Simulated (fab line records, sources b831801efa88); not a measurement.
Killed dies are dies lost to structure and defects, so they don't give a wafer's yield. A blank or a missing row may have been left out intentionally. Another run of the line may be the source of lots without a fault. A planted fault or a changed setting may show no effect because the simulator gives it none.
A struck lot beside a sound one || flow gf180mcu || 16 steps out of a route of 602
Sound: wafers L616.1, L616.2, L616.6. The struck wafers were L622.2, L622.3, L622.4. The cause is named last.
Per side, at each step with rows, come the tool, then ch with its chambers, and then its first start. Under that, the readings that differ: sound wafers || struck wafers || difference of the means || sigmas: that difference in standard deviations of wafers without a fault.
alike: same words and numbers on both sides, and readings whose means sit less than 2 such deviations apart. not compared: any withheld reading, any reading some wafer has no value for, any bound like >300 that may hide the same value, and any number with overlapping values for which the record gives no deviation.
The two part at a step that has a row with sigmas, a row that says differs or no value, or rows on one side only. When numbers do not overlap yet have no deviation, they are printed without sigmas and do not part them. Lack of a reading on every wafer of one side parts them only where that side has two or more wafers.

GF_M2_SPUTTER_04: material TiN, target thk 50 nm, time 41.7 s.
  sound on pvd sputter-02, day 18 06:16; struck on pvd sputter-03, day 20 06:02
  alike: throttle valve pct
GF_M2_RS_MEAS_05: measurement is done with a four-point probe.
  sound on film metro-02, day 18 06:19; struck on film metro-02, day 20 06:06
  alike: M2_ALCU_RS
GF_M2_THK_MEAS_06: measures by xrf.
  sound on film metro-02, day 18 06:26; struck on film metro-02, day 20 06:13
  alike: M2_ALCU_THK
then, 7 steps without rows for these wafers: GF_M2_DEHYDRATE_07 (time 60 s); GF_M2_HMDS_08 (prime time 60 s); GF_M2_COAT_09 (resist thk 1000 nm); GF_M2_SOFTBAKE_10 (time 60 s); GF_M2_EXPOSE_11 (exposes mask Metal2, target cd 280 nm); GF_M2_PEB_12 (peb time 90 s); GF_M2_DEVELOP_13 (develop time 60 s).
GF_M2_CD_MEAS_14: the cd target is 280 nm.
  sound on cd sem-02, day 19 06:21; struck on cd sem-01, day 21 06:34
  alike: cd nm
GF_M2_OVL_MEAS_15:
  sound on overlay-02, day 19 06:28; struck on overlay-02, day 21 06:41
  alike: M2_OVL
GF_M2_METAL_ETCH_16: etches the open film in Cl2/BCl3, stops on SiO2, target depth 750.8 nm, time 125.1 s.
  sound on rie metal-02 ch 0, day 19 06:31; struck on rie metal-02 ch 0,1, day 21 06:43
{"reading": "rf fwd power W (W)", "sound": "791.8 792.4 791.8", "struck": "921.7 918.3 923.0", "difference": "+129.0", "sigmas": "+54"}
{"reading": "model.KrF_of_M2_COAT_09.thk nm (nm)", "sound": "681.5 678.6 679.2", "struck": "652.2 637.1 650.9", "difference": -33.0, "sigmas": ""}
  alike: drypump motor current A, mfc cl2 sccm, oes product au, throttle valve pct
  not compared: rf hours counter h
GF_M2_STRIP_17: strips in O2/N2.
  sound on plasma asher-01 ch 0,1, day 19 06:46; struck on plasma asher-02 ch 0,1, day 21 06:50
{"reading": "oes product au (a.u.)", "sound": "0.534 0.543 0.528", "struck": "0.524 0.529 0.515", "difference": -0.012, "sigmas": -2}
{"reading": "strip time to endpoint s (s)", "sound": "7.35 7.33 7.31", "struck": "7.07 6.91 7.06", "difference": -0.32, "sigmas": -5}
  alike: drypump motor current A, heater power w, o2 flow sccm
  not compared: rf hours counter h
then, 1 step without rows for these wafers: GF_M2_STRIP_18 (strips in post etch residue remover, time 1200 s).
-- the record jumps here: 9 days lie between the struck wafers' starts before and after (it left off in module M2 and takes up again in module PASSIVATION, whose first step shown is number 602 of the route) --
GF_PASSIVATION_PROBE_99:
  record: rows for the struck wafers here (prober-02, day 30 15:59), none for the sound ones

== WHERE THEY PART ==
Last at GF_PASSIVATION_PROBE_99 as far as this record goes, first at GF_M2_METAL_ETCH_16.

WHY: what the simulator had put in
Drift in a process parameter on rie metal-02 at GF_M2_METAL_ETCH_16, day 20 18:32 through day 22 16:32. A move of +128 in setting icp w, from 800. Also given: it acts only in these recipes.
